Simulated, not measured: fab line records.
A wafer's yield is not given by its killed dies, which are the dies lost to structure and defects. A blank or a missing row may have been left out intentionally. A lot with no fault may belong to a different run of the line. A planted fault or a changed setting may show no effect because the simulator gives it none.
fab line records	flow sky130
[record] lots = 13	wafers = 39	last-day = 50
route steps=708 shown NWELL@63 VT_ADJUST_LVTN@115 SONOS_ONO@183 POLY_GATE@218 PAD_OPEN@708
lots that met no fault: taken from a fault-free run of the same line
start-h: hours from the record's first day to the start of the lot's first wafer shown	wait-h: hours elapsed since this lot's preceding step	" as in the row above	L1.1+2: one row covering several wafers at once	- either no value or no given start	* or withheld: withheld	< > ~ a bound
route shown NAME@n: a module of which the file shows steps, and the number in the route of the first	usual: mean/standard deviation taken from wafers without a fault	same: alike in all rows	chamber/n: place in a boat	sites: the reading at each site	_std_site: their standard deviation	_edge_site: inner sites' mean taken away from outer sites' mean	radius-mm: how far each site lies from the wafer's centre	mask NAME#n: copy n	behind: the last tool/chamber to shape the wafer	hold: the reason the lot was held/the length of the hold in hours/how it ended	device: the transistor (n, p or np) that didn't switch	end of line: the same wafers' tests at the end of the route	a step without rows: its recipe alone	killed: count of dies lost to structure and defects at first sort (not the wafer's yield)	map: the dies of a wafer, with x for killed, . for not killed, _ for no die there
set.NAME: the setting the step ran with; set.NAME@STEP: the setting that earlier step ran with	model.NAME: the simulator's own value behind a step, which no gauge read
the route's steps for a sample of lots (tables are steps, rows are wafers)
services: the hour from which a tool's chamber was out of use, counted from the record's first day as start-h (under 0 if before that day), plus the number of hours and why
[[steps]]
[step SKY_NWELL_OVL_MEAS_10]
[usual] NWELL_00_OVL = -1.1/1.2
lot.wafer	tool	chamber	start-h	wait-h	NWELL_00_OVL[nm]
L807.1	overlay-02	-	86.25	-	0.4
L807.2	"	-	"	"	-0.9
L807.5	"	-	"	"	-0.6
L809.1	overlay-01	-	100.45	-	-0.1
L809.3	"	-	"	"	-0.8
L809.5	"	-	"	"	-0.4
L810.1	overlay-02	-	105.14	-	-1.3
L810.4	"	-	"	"	-0.8
L810.5	"	-	"	"	-2.1
L811.3	overlay-01	-	110.05	-	-0.4
L811.4	"	-	"	"	-2.0
L811.6	"	-	"	"	0.7
L812.2	overlay-01	-	115.59	-	-0.3
L812.4	"	-	"	"	-3.2
L812.5	"	-	"	"	2.2
L813.1	overlay-01	-	121.29	-	-1.6
L813.4	"	-	"	"	-1.8
L813.5	"	-	"	"	-1.1
L815.1	overlay-01	-	133.90	-	-0.7
L815.3	"	-	"	"	-2.4
L815.5	"	-	"	"	-1.0
L816.1	overlay-02	-	135.55	-	-1.1
L816.5	"	-	"	"	-2.3
L816.6	"	-	"	"	-1.2
L822.3	overlay-01	-	173.35	-	-2.8
L822.4	"	-	"	"	-2.9
L822.5	"	-	"	"	-3.2
L823.2	overlay-01	-	179.19	-	-3.1
L823.3	"	-	"	"	-0.7
L823.4	"	-	"	"	-1.6
L825.2	overlay-01	-	198.75	-	-0.6
L825.5	"	-	"	"	-1.3
L825.6	"	-	"	"	-0.2
L827.2	overlay-01	-	204.19	-	1.2
L827.3	"	-	"	"	1.0
L827.5	"	-	"	"	1.5
L828.1	overlay-02	-	211.58	-	-0.4
L828.2	"	-	"	"	-0.1
L828.3	"	-	"	"	-0.3
[step SKY_VT_ADJUST_LVTN_OVL_MEAS_18]
[usual] VT_ADJUST_LVTN_01_OVL = -0.5/1.2
lot.wafer	tool	chamber	start-h	wait-h	VT_ADJUST_LVTN_01_OVL[nm]
L807.1	overlay-02	-	162.09	0.1	-2.5
L807.2	"	-	"	"	-3.0
L807.5	"	-	"	"	-1.2
L809.1	overlay-01	-	176.80	0.1	-0.7
L809.3	"	-	"	"	0.7
L809.5	"	-	"	"	0.4
L810.1	overlay-02	-	183.56	0.1	-0.8
L810.4	"	-	"	"	1.0
L810.5	"	-	"	"	-0.5
L811.3	overlay-01	-	189.47	0.1	0.7
L811.4	"	-	"	"	2.5
L811.6	"	-	"	"	1.0
L812.2	overlay-02	-	195.00	0.1	0.0
L812.4	"	-	"	"	-0.6
L812.5	"	-	"	"	0.5
L813.1	overlay-01	-	203.80	0.1	-0.8
L813.4	"	-	"	"	-0.3
L813.5	"	-	"	"	-0.4
L815.1	overlay-01	-	217.01	0.1	-1.5
L815.3	"	-	"	"	-1.4
L815.5	"	-	"	"	-0.8
L816.1	overlay-02	-	220.11	0.1	1.2
L816.5	"	-	"	"	-1.0
L816.6	"	-	"	"	-0.8
L822.3	overlay-01	-	262.57	0.1	2.5
L822.4	"	-	"	"	-1.0
L822.5	"	-	"	"	2.5
L823.2	overlay-01	-	271.74	0.1	-1.3
L823.3	"	-	"	"	-2.8
L823.4	"	-	"	"	-1.8
L825.2	overlay-02	-	293.35	0.1	-0.3
L825.5	"	-	"	"	-0.8
L825.6	"	-	"	"	0.5
L827.2	overlay-01	-	301.14	0.1	-1.3
L827.3	"	-	"	"	-1.0
L827.5	"	-	"	"	-0.7
L828.1	overlay-02	-	310.00	0.1	-1.7
L828.2	"	-	"	"	-1.1
L828.3	"	-	"	"	0.4
[step SKY_SONOS_ONO_ETCH_15]
[recipe] target-depth-nm = 19.52	chemistry = CHF3/O2	source-w = 600	bias-w = 200	pressure-mtorr = 40	chf3-flow-sccm = 50	O2_flow_sccm = 5	time-s = 7.8
[usual] O2_flow_sccm = 5.001/0.015	drypump-motor-current-A = 5.88/0.28	oes-product-au = 1.003/0.0087	rf-fwd-power-W = 589/3.1	throttle-valve-pct = 8.825/0.0096
lot.wafer	tool	chamber	start-h	wait-h	O2_flow_sccm	drypump-motor-current-A	oes-product-au	rf-fwd-power-W	rf-hours-counter-h	throttle-valve-pct
L807.1	rie-diel-04	2	280.47	0.0	5.018	5.34	1.011	587	8	8.841
L807.2	"	3	"	"	4.998	5.63	1.014	594	115	8.826
L807.5	"	3	"	"	4.996	5.62	1.002	594	-	8.828
L809.1	rie-diel-04	2	297.12	0.0	4.997	5.39	1.011	582	8	8.822
L809.3	"	0	"	"	4.999	6.12	1.008	592	28	8.827
L809.5	"	1	"	"	5.015	6.17	0.997	593	-	8.843
L810.1	rie-diel-01	3	304.54	0.0	4.980	5.91	1.002	589	6	8.826
L810.4	"	0	"	"	4.984	5.60	0.991	591	-	8.821
L810.5	"	2	"	"	5.009	5.92	0.997	586	-	8.827
L811.3	rie-diel-01	2	315.68	0.0	4.986	5.89	1.001	581	-	8.831
L811.4	"	1	"	"	4.970	6.23	0.992	587	-	8.834
L811.6	"	2	"	"	4.994	5.89	1.001	584	-	8.824
L812.2	rie-diel-04	0	322.35	0.0	4.981	6.11	0.998	591	29	8.836
L812.4	"	2	"	"	4.991	5.37	1.013	587	8	8.814
L812.5	"	1	"	"	4.994	6.17	0.992	594	-	8.827
L813.1	rie-diel-03	1	332.22	0.0	4.998	5.56	1.004	589	90	8.839
L813.4	"	2	"	"	5.004	5.33	0.995	593	9	8.815
L813.5	"	3	"	"	5.015	5.74	1.014	586	-	8.836
L815.1	rie-diel-04	2	345.62	0.0	4.990	5.38	1.009	587	9	8.811
L815.3	"	1	"	"	4.988	6.16	0.990	590	57	8.812
L815.5	"	2	"	"	4.994	5.34	0.994	585	-	8.830
L816.1	rie-diel-03	2	348.14	0.0	4.990	5.31	0.990	593	9	8.812
L816.5	"	3	"	"	4.987	5.77	1.017	583	-	8.842
L816.6	"	0	"	"	4.974	5.97	1.018	589	-	8.822
L822.3	rie-diel-01	3	404.99	0.0	5.014	6.00	1.044	688	8	8.839
L822.4	"	2	"	"	5.012	5.89	0.998	585	93	8.828
L822.5	"	3	"	"	5.018	6.02	1.034	688	-	8.824
L823.2	rie-diel-01	1	413.42	0.0	5.021	6.22	1.013	588	2	8.824
L823.3	"	2	"	"	5.002	5.93	1.001	583	93	8.826
L823.4	"	3	"	"	5.007	5.95	1.050	685	8	8.826
L825.2	rie-diel-04	1	439.22	0.0	5.009	6.13	1.008	593	59	8.817
L825.5	"	0	"	"	4.996	6.12	1.009	589	-	8.842
L825.6	"	3	"	"	4.997	5.61	1.014	594	-	8.819
L827.2	rie-diel-04	2	451.22	0.0	5.031	5.34	1.001	589	11	8.828
L827.3	"	1	"	"	4.999	6.11	0.996	591	59	8.819
L827.5	"	0	"	"	5.009	6.13	1.008	588	-	8.839
L828.1	rie-diel-03	1	458.90	0.0	4.990	5.54	0.999	586	93	8.824
L828.2	"	2	"	"	5.035	5.33	0.979	588	12	8.820
L828.3	"	3	"	"	4.990	5.74	1.006	583	90	8.832
[step SKY_POLY_GATE_THK_MEAS_04]
[recipe] reads = Si3N4_of_POLY_GATE_CVD_03
[usual] POLY_GATE_CVD_03_THK = 74.9/0.75
lot.wafer	tool	chamber	start-h	wait-h	POLY_GATE_CVD_03_THK[nm]
L807.1	film-metro-01	-	342.52	0.0	74.0
L807.2	"	-	"	"	74.0
L807.5	"	-	"	"	74.2
L809.1	film-metro-02	-	360.51	0.0	74.7
L809.3	"	-	"	"	74.7
L809.5	"	-	"	"	75.2
L810.1	film-metro-04	-	371.66	0.0	74.8
L810.4	"	-	"	"	75.5
L810.5	"	-	"	"	75.4
L811.3	film-metro-04	-	384.94	0.0	76.4
L811.4	"	-	"	"	75.5
L811.6	"	-	"	"	76.0
L812.2	film-metro-01	-	391.45	0.0	75.1
L812.4	"	-	"	"	74.6
L812.5	"	-	"	"	74.5
L813.1	film-metro-04	-	400.65	0.0	75.2
L813.4	"	-	"	"	75.8
L813.5	"	-	"	"	75.5
L815.1	film-metro-02	-	413.81	0.0	74.3
L815.3	"	-	"	"	74.7
L815.5	"	-	"	"	74.3
L816.1	film-metro-04	-	413.81	0.0	74.4
L816.5	"	-	"	"	74.3
L816.6	"	-	"	"	74.9
L822.3	film-metro-01	-	475.53	0.0	76.6
L822.4	"	-	"	"	76.3
L822.5	"	-	"	"	76.3
L823.2	film-metro-02	-	485.88	0.0	75.5
L823.3	"	-	"	"	76.0
L823.4	"	-	"	"	76.0
L825.2	film-metro-02	-	509.66	0.0	73.9
L825.5	"	-	"	"	73.2
L825.6	"	-	"	"	73.9
L827.2	film-metro-04	-	519.07	0.0	75.0
L827.3	"	-	"	"	74.9
L827.5	"	-	"	"	74.8
L828.1	film-metro-02	-	527.05	0.0	74.7
L828.2	"	-	"	"	75.6
L828.3	"	-	"	"	75.9
[step SKY_PAD_OPEN_PROBE_99]
[usual] killed_at_M0_to_M3 = 44/6.9	killed_at_M4_up = 3.3/1.8	killed-at-contacts = 24/5	killed-at-front-end = 16/4.6	killed-at-other = 0.2/0.42	killed-dies = 88/9.2	killed-on-rim = 17/3.5	killed-open = 48/7.3	killed-short = 40/6.5
[same] gross-dies = 492	killed-at-back-side = 0
lot.wafer	tool	chamber	start-h	wait-h	killed_at_M0_to_M3	killed_at_M4_up	killed-at-contacts	killed-at-front-end	killed-at-other	killed-dies	killed-on-rim	killed-open	killed-short
L807.1	prober-01	-	1072.33	0.1	45	4	23	13	0	85	13	40	45
L807.2	prober-01	-	1072.38	0.1	47	8	27	14	0	96	16	48	48
L807.5	prober-01	-	1072.53	0.2	53	5	30	18	0	106	24	55	51
L809.1	prober-01	-	1087.08	0.1	44	3	24	13	1	85	18	36	49
L809.3	prober-01	-	1087.18	0.2	53	6	28	15	0	102	19	50	52
L809.5	prober-01	-	1087.28	0.2	50	7	28	12	0	97	27	51	46
L810.1	prober-02	-	1099.57	0.1	41	5	20	13	0	79	19	35	44
L810.4	prober-02	-	1099.72	0.2	45	8	25	15	1	94	21	34	60
L810.5	prober-02	-	1099.77	0.2	32	4	25	16	0	77	14	40	37
L812.2	prober-01	-	1111.15	0.1	40	4	18	20	0	82	13	52	30
L812.4	prober-01	-	1111.25	0.2	39	4	29	17	0	89	21	40	48
L812.5	prober-01	-	1111.30	0.2	44	3	21	22	1	91	13	52	39
L811.3	prober-02	-	1112.29	0.2	35	3	25	19	0	82	11	44	38
L811.4	prober-02	-	1112.34	0.2	48	4	21	19	0	92	10	51	40
L811.6	prober-02	-	1112.44	0.2	39	3	20	14	0	76	17	40	35
L813.1	prober-01	-	1120.61	0.1	51	2	30	10	0	93	18	54	39
L813.4	prober-01	-	1120.76	0.2	42	3	24	7	0	76	18	43	33
L813.5	prober-01	-	1120.81	0.2	32	3	23	12	1	71	18	38	33
L815.1	prober-01	-	1128.72	0.1	50	4	23	20	0	97	14	51	45
L815.3	prober-01	-	1128.82	0.2	45	0	17	12	0	74	7	39	35
L815.5	prober-01	-	1128.92	0.2	38	4	27	12	1	82	14	38	44
L816.1	prober-02	-	1130.22	0.1	54	2	24	16	1	97	14	50	45
L816.5	prober-02	-	1130.42	0.2	49	3	32	11	1	96	14	48	46
L816.6	prober-02	-	1130.47	0.2	38	1	32	23	1	95	19	50	45
L822.3	prober-02	-	1164.85	0.2	49	8	17	17	0	91	19	41	50
L822.4	prober-02	-	1164.90	0.2	45	1	40	11	0	97	17	62	35
L822.5	prober-02	-	1164.95	0.2	45	6	25	18	0	94	20	47	47
L823.2	prober-01	-	1170.22	0.1	41	2	26	16	0	85	13	42	43
L823.3	prober-01	-	1170.27	0.2	52	3	29	12	1	97	17	58	38
L823.4	prober-01	-	1170.32	0.2	49	4	29	11	1	94	17	53	41
L825.2	prober-02	-	1181.05	0.1	48	3	25	18	0	94	25	60	34
L825.5	prober-02	-	1181.20	0.2	33	4	22	24	0	83	15	41	42
L825.6	prober-02	-	1181.25	0.2	47	5	17	12	0	81	14	48	32
L827.2	prober-01	-	1187.95	0.1	54	2	16	15	0	87	20	47	39
L827.3	prober-01	-	1188.00	0.2	42	3	28	20	0	93	20	43	50
L827.5	prober-01	-	1188.10	0.2	46	4	31	15	0	96	20	55	41
L828.1	prober-02	-	1192.56	0.1	49	5	25	20	0	99	17	52	47
L828.2	prober-02	-	1192.61	0.1	42	5	13	21	0	81	19	39	42
L828.3	prober-02	-	1192.66	0.2	51	0	21	21	0	93	19	48	45
// killed by level:class
L807.1 VIA1:geometric-particle:open=10 CONTACT:geometric-particle:open=9 METAL2:geometric-particle:short=9 CONTACT:geometric-particle:short=7 FIELD_ISO:geometric-particle:short=5 METAL1:geometric-particle:short=5 LOCAL_INTERCONNECT:geometric-particle:short=4 VIA1:geometric-particle:short=4
L807.2 CONTACT:geometric-particle:open=18 VIA1:geometric-particle:short=11 VIA1:geometric-particle:open=8 VIA3:geometric-particle:short=6 POLY_GATE:geometric-particle:open=5 CONTACT:geometric-particle:short=5 METAL1:geometric-particle:short=5 METAL4:geometric-particle:short=5
L807.5 VIA1:geometric-particle:open=10 CONTACT:geometric-particle:open=10 LI_CONTACT:geometric-particle:open=9 CONTACT:geometric-particle:short=7 METAL1:geometric-particle:short=7 VIA2:geometric-particle:open=7 FIELD_ISO:geometric-particle:open=6 METAL2:geometric-particle:short=6
L809.1 CONTACT:geometric-particle:open=11 METAL2:geometric-particle:short=11 VIA1:geometric-particle:short=8 VIA2:geometric-particle:open=7 POLY_GATE:geometric-particle:short=6 LI_CONTACT:geometric-particle:short=5 LI_CONTACT:geometric-particle:open=4 LOCAL_INTERCONNECT:geometric-particle:short=4
L809.3 VIA1:geometric-particle:open=12 CONTACT:geometric-particle:open=11 METAL1:geometric-particle:short=7 VIA1:geometric-particle:short=7 VIA2:geometric-particle:open=6 CONTACT:geometric-particle:short=6 VIA3:geometric-particle:open=6 LOCAL_INTERCONNECT:geometric-particle:short=5
L809.5 CONTACT:geometric-particle:open=13 VIA3:geometric-particle:open=11 VIA1:geometric-particle:open=9 METAL2:geometric-particle:short=8 CONTACT:geometric-particle:short=7 METAL1:geometric-particle:short=7 VIA2:geometric-particle:short=5 POLY_GATE:geometric-particle:open=4
L810.1 CONTACT:geometric-particle:open=8 METAL1:geometric-particle:short=7 LOCAL_INTERCONNECT:geometric-particle:short=5 METAL4:geometric-particle:short=5 VIA2:geometric-particle:open=5 FIELD_ISO:geometric-particle:open=4 VIA1:geometric-particle:open=4 VIA3:geometric-particle:open=4
L810.4 METAL1:geometric-particle:short=8 LOCAL_INTERCONNECT:geometric-particle:short=8 VIA1:geometric-particle:open=8 POLY_GATE:geometric-particle:short=7 CONTACT:geometric-particle:open=7 VIA1:geometric-particle:short=6 METAL2:geometric-particle:short=5 VIA2:geometric-particle:open=4
L810.5 CONTACT:geometric-particle:open=13 VIA1:geometric-particle:open=6 FIELD_ISO:geometric-particle:open=4 LI_CONTACT:geometric-particle:open=4 VIA1:geometric-particle:short=4 METAL1:geometric-particle:short=4 VIA2:geometric-particle:open=4 METAL3:geometric-particle:short=4
L812.2 VIA2:geometric-particle:open=9 VIA3:geometric-particle:open=8 LI_CONTACT:geometric-particle:open=8 VIA1:geometric-particle:open=7 CONTACT:geometric-particle:open=6 FIELD_ISO:geometric-particle:short=5 POLY_GATE:geometric-particle:open=4 POLY_GATE:geometric-particle:short=4
L812.4 LI_CONTACT:geometric-particle:open=8 CONTACT:geometric-particle:short=8 CONTACT:geometric-particle:open=7 VIA1:geometric-particle:short=7 VIA2:geometric-particle:open=7 FIELD_ISO:geometric-particle:short=4 POLY_GATE:geometric-particle:short=4 VIA1:geometric-particle:open=4
L812.5 CONTACT:geometric-particle:open=12 VIA1:geometric-particle:open=12 FIELD_ISO:geometric-particle:open=7 POLY_GATE:geometric-particle:short=7 VIA2:geometric-particle:open=7 POLY_GATE:geometric-particle:open=5 METAL1:geometric-particle:short=5 METAL2:geometric-particle:short=5
L811.3 CONTACT:geometric-particle:open=9 VIA1:geometric-particle:open=7 CONTACT:geometric-particle:short=6 METAL1:geometric-particle:short=6 FIELD_ISO:geometric-particle:open=5 METAL2:geometric-particle:short=5 POLY_GATE:geometric-particle:short=4 LI_CONTACT:geometric-particle:open=4
L811.4 VIA2:geometric-particle:open=10 CONTACT:geometric-particle:open=9 METAL1:geometric-particle:short=7 LI_CONTACT:geometric-particle:open=6 VIA1:geometric-particle:open=6 VIA3:geometric-particle:open=6 FIELD_ISO:geometric-particle:open=5 VIA1:geometric-particle:short=5
L811.6 VIA1:geometric-particle:open=7 CONTACT:geometric-particle:open=6 VIA2:geometric-particle:open=6 LI_CONTACT:geometric-particle:open=5 VIA3:geometric-particle:open=5 POLY_GATE:geometric-particle:open=4 CONTACT:geometric-particle:short=4 METAL1:geometric-particle:short=4
L813.1 VIA1:geometric-particle:open=13 CONTACT:geometric-particle:open=12 VIA2:geometric-particle:open=11 LI_CONTACT:geometric-particle:open=7 METAL2:geometric-particle:short=7 VIA3:geometric-particle:open=6 FIELD_ISO:geometric-particle:short=4 CONTACT:geometric-particle:short=4
L813.4 VIA1:geometric-particle:open=13 CONTACT:geometric-particle:open=9 LI_CONTACT:geometric-particle:open=5 VIA3:geometric-particle:open=5 VIA2:geometric-particle:open=5 VIA2:geometric-particle:short=5 METAL1:geometric-particle:short=4 LOCAL_INTERCONNECT:geometric-particle:short=4
L813.5 LI_CONTACT:geometric-particle:open=8 VIA2:geometric-particle:open=8 VIA1:geometric-particle:open=7 LI_CONTACT:geometric-particle:short=5 CONTACT:geometric-particle:open=5 FIELD_ISO:geometric-particle:open=4 LOCAL_INTERCONNECT:geometric-particle:short=4 METAL2:geometric-particle:short=4
L815.1 VIA1:geometric-particle:open=10 CONTACT:geometric-particle:open=9 LI_CONTACT:geometric-particle:open=8 METAL3:geometric-particle:short=8 POLY_GATE:geometric-particle:open=7 VIA2:geometric-particle:open=5 METAL1:geometric-particle:short=5 VIA1:geometric-particle:short=5
L815.3 VIA1:geometric-particle:open=12 VIA2:geometric-particle:open=7 METAL1:geometric-particle:short=6 VIA3:geometric-particle:open=6 VIA1:geometric-particle:short=5 CONTACT:geometric-particle:open=5 CONTACT:geometric-particle:short=4 FIELD_ISO:geometric-particle:short=3
L815.5 CONTACT:geometric-particle:open=12 LOCAL_INTERCONNECT:geometric-particle:short=7 VIA1:geometric-particle:open=7 METAL2:geometric-particle:short=6 FIELD_ISO:geometric-particle:short=5 POLY_GATE:geometric-particle:short=4 METAL1:geometric-particle:short=4 VIA2:geometric-particle:open=4
L816.1 VIA1:geometric-particle:short=11 VIA1:geometric-particle:open=11 VIA2:geometric-particle:open=10 CONTACT:geometric-particle:open=9 METAL2:geometric-particle:short=9 FIELD_ISO:geometric-particle:open=4 POLY_GATE:geometric-particle:open=4 LOCAL_INTERCONNECT:geometric-particle:short=4
L816.5 VIA1:geometric-particle:open=13 CONTACT:geometric-particle:open=10 VIA2:geometric-particle:open=7 LI_CONTACT:geometric-particle:open=6 LOCAL_INTERCONNECT:geometric-particle:short=6 CONTACT:geometric-particle:short=6 METAL1:geometric-particle:short=6 VIA1:geometric-particle:short=6
L816.6 LI_CONTACT:geometric-particle:open=12 VIA3:geometric-particle:open=8 LOCAL_INTERCONNECT:geometric-particle:short=8 FIELD_ISO:geometric-particle:open=6 VIA1:geometric-particle:open=6 METAL1:geometric-particle:short=5 VIA1:geometric-particle:short=5 METAL2:geometric-particle:short=5
L822.3 VIA1:geometric-particle:open=10 CONTACT:geometric-particle:open=8 METAL1:geometric-particle:short=8 METAL4:geometric-particle:short=7 VIA1:geometric-particle:short=6 METAL2:geometric-particle:short=6 VIA2:geometric-particle:open=5 FIELD_ISO:geometric-particle:open=4
L822.4 CONTACT:geometric-particle:open=13 VIA2:geometric-particle:open=13 VIA1:geometric-particle:open=10 CONTACT:geometric-particle:short=10 LI_CONTACT:geometric-particle:open=8 LOCAL_INTERCONNECT:geometric-particle:short=8 VIA3:geometric-particle:open=7 VIA1:geometric-particle:short=5
L822.5 VIA1:geometric-particle:open=11 VIA1:geometric-particle:short=10 CONTACT:geometric-particle:open=10 METAL1:geometric-particle:short=6 FIELD_ISO:geometric-particle:open=5 METAL2:geometric-particle:short=5 LI_CONTACT:geometric-particle:open=4 LOCAL_INTERCONNECT:geometric-particle:short=4
L823.2 METAL1:geometric-particle:short=11 CONTACT:geometric-particle:open=9 VIA1:geometric-particle:open=9 VIA3:geometric-particle:open=5 FIELD_ISO:geometric-particle:short=4 FIELD_ISO:geometric-particle:open=4 LI_CONTACT:geometric-particle:open=4 LI_CONTACT:geometric-particle:short=4
L823.3 CONTACT:geometric-particle:open=13 VIA1:geometric-particle:open=11 VIA2:geometric-particle:open=10 LI_CONTACT:geometric-particle:open=7 LOCAL_INTERCONNECT:geometric-particle:short=5 METAL1:geometric-particle:short=5 VIA1:geometric-particle:short=5 METAL2:geometric-particle:short=5
L823.4 VIA1:geometric-particle:open=14 CONTACT:geometric-particle:open=8 LOCAL_INTERCONNECT:geometric-particle:short=7 LI_CONTACT:geometric-particle:open=7 METAL1:geometric-particle:short=7 VIA2:geometric-particle:open=7 VIA3:geometric-particle:open=5 METAL2:geometric-particle:short=5
L825.2 LI_CONTACT:geometric-particle:open=12 VIA1:geometric-particle:open=9 POLY_GATE:geometric-particle:short=7 VIA3:geometric-particle:open=7 METAL1:geometric-particle:short=6 CONTACT:geometric-particle:open=6 METAL3:geometric-particle:open=5 METAL2:geometric-particle:short=4
L825.5 VIA1:geometric-particle:open=7 POLY_GATE:geometric-particle:short=6 LI_CONTACT:geometric-particle:open=6 VIA2:geometric-particle:open=6 FIELD_ISO:geometric-particle:short=5 LOCAL_INTERCONNECT:geometric-particle:short=5 CONTACT:geometric-particle:open=5 METAL2:geometric-particle:short=5
L825.6 VIA1:geometric-particle:open=12 VIA2:geometric-particle:open=11 CONTACT:geometric-particle:open=9 VIA3:geometric-particle:open=7 METAL1:geometric-particle:short=5 METAL2:geometric-particle:short=5 FIELD_ISO:geometric-particle:short=4 METAL4:geometric-particle:short=3
L827.2 VIA1:geometric-particle:open=10 VIA2:geometric-particle:open=10 VIA1:geometric-particle:short=8 VIA3:geometric-particle:open=7 LI_CONTACT:geometric-particle:open=6 METAL1:geometric-particle:short=6 CONTACT:geometric-particle:open=5 FIELD_ISO:geometric-particle:short=4
L827.3 CONTACT:geometric-particle:short=8 CONTACT:geometric-particle:open=8 LI_CONTACT:geometric-particle:open=7 VIA2:geometric-particle:short=6 METAL2:geometric-particle:short=6 VIA3:geometric-particle:open=6 POLY_GATE:geometric-particle:open=5 POLY_GATE:geometric-particle:short=5
L827.5 VIA1:geometric-particle:open=15 LI_CONTACT:geometric-particle:open=11 VIA3:geometric-particle:open=8 LOCAL_INTERCONNECT:geometric-particle:short=8 CONTACT:geometric-particle:open=7 FIELD_ISO:geometric-particle:open=6 METAL2:geometric-particle:short=6 CONTACT:geometric-particle:short=4
L828.1 CONTACT:geometric-particle:open=13 METAL1:geometric-particle:short=8 VIA1:geometric-particle:open=8 VIA2:geometric-particle:open=6 POLY_GATE:geometric-particle:open=5 POLY_GATE:geometric-particle:short=5 METAL1:geometric-particle:open=5 METAL2:geometric-particle:short=5
L828.2 VIA1:geometric-particle:open=11 METAL1:geometric-particle:short=10 FIELD_ISO:geometric-particle:open=8 CONTACT:geometric-particle:open=7 VIA1:geometric-particle:short=6 METAL2:geometric-particle:short=5 METAL4:geometric-particle:short=4 FIELD_ISO:geometric-particle:short=3
L828.3 CONTACT:geometric-particle:open=11 VIA1:geometric-particle:short=9 VIA3:geometric-particle:open=9 VIA1:geometric-particle:open=8 VIA2:geometric-particle:short=6 FIELD_ISO:geometric-particle:short=5 POLY_GATE:geometric-particle:open=5 METAL1:geometric-particle:short=5
[[services]]
tool	chamber	start-h	hours	kind
rie-diel-03	2	256.51	10.0	repair
rie-diel-03	-	280.56	14.6	pm
rie-diel-01	1	289.13	-	clean
rie-diel-01	1	289.13	24.0	scheduled-down
rie-diel-01	1	289.13	24.0	vent-cycle
rie-diel-01	0	313.14	-	clean
rie-diel-01	0	313.14	17.9	scheduled-down
rie-diel-01	0	313.14	17.9	vent-cycle
rie-diel-01	3	314.18	9.5	repair
rie-diel-04	0	323.28	14.6	repair
rie-diel-03	0	356.51	-	clean
rie-diel-03	0	356.51	27.5	scheduled-down
rie-diel-03	0	356.51	27.5	vent-cycle
rie-diel-04	3	361.26	12.3	repair
rie-diel-04	3	376.76	1.8	repair
rie-diel-04	3	378.59	-	clean
rie-diel-04	3	378.59	24.6	scheduled-down
rie-diel-04	3	378.59	24.6	vent-cycle
rie-diel-03	3	434.11	5.3	repair
[[key]]
[first-sign] step = SKY_SONOS_ONO_ETCH_15	reading = rf-fwd-power-W	direction = up	sigmas = 31	usual = 589	struck = 687
[effect] step = SKY_SONOS_ONO_ETCH_15	reading = oes-product-au	direction = up	sigmas = 4.5	usual = 1.003	struck = 1.043
met-at SKY_SONOS_ONO_ETCH_15
struck-lots L822,L823
struck-wafers L822.3,L822.5,L823.4
tester-left-out L822,L823
not-acting-at SKY_NWELL_OVL_MEAS_10,SKY_VT_ADJUST_LVTN_OVL_MEAS_18,SKY_POLY_GATE_THK_MEAS_04
onset-between 304.54 404.99
[fault] kind = process-parameter-drift	tool = rie-diel-01	chamber = 3	onset-h = 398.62	steps = SKY_SONOS_ONO_ETCH_15	channel = source-w	offset = 96	shape = step	end-h = 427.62	acts-in = these-recipes-only	stated = 600
// tester-left-out: of these lots the tester's yield and bins aren't shown, on N5 and GAA mostly nor the transistor test; their killed dies are dies lost to structure and defects alone, not to doping, threshold or leakage, so they don't give the yield
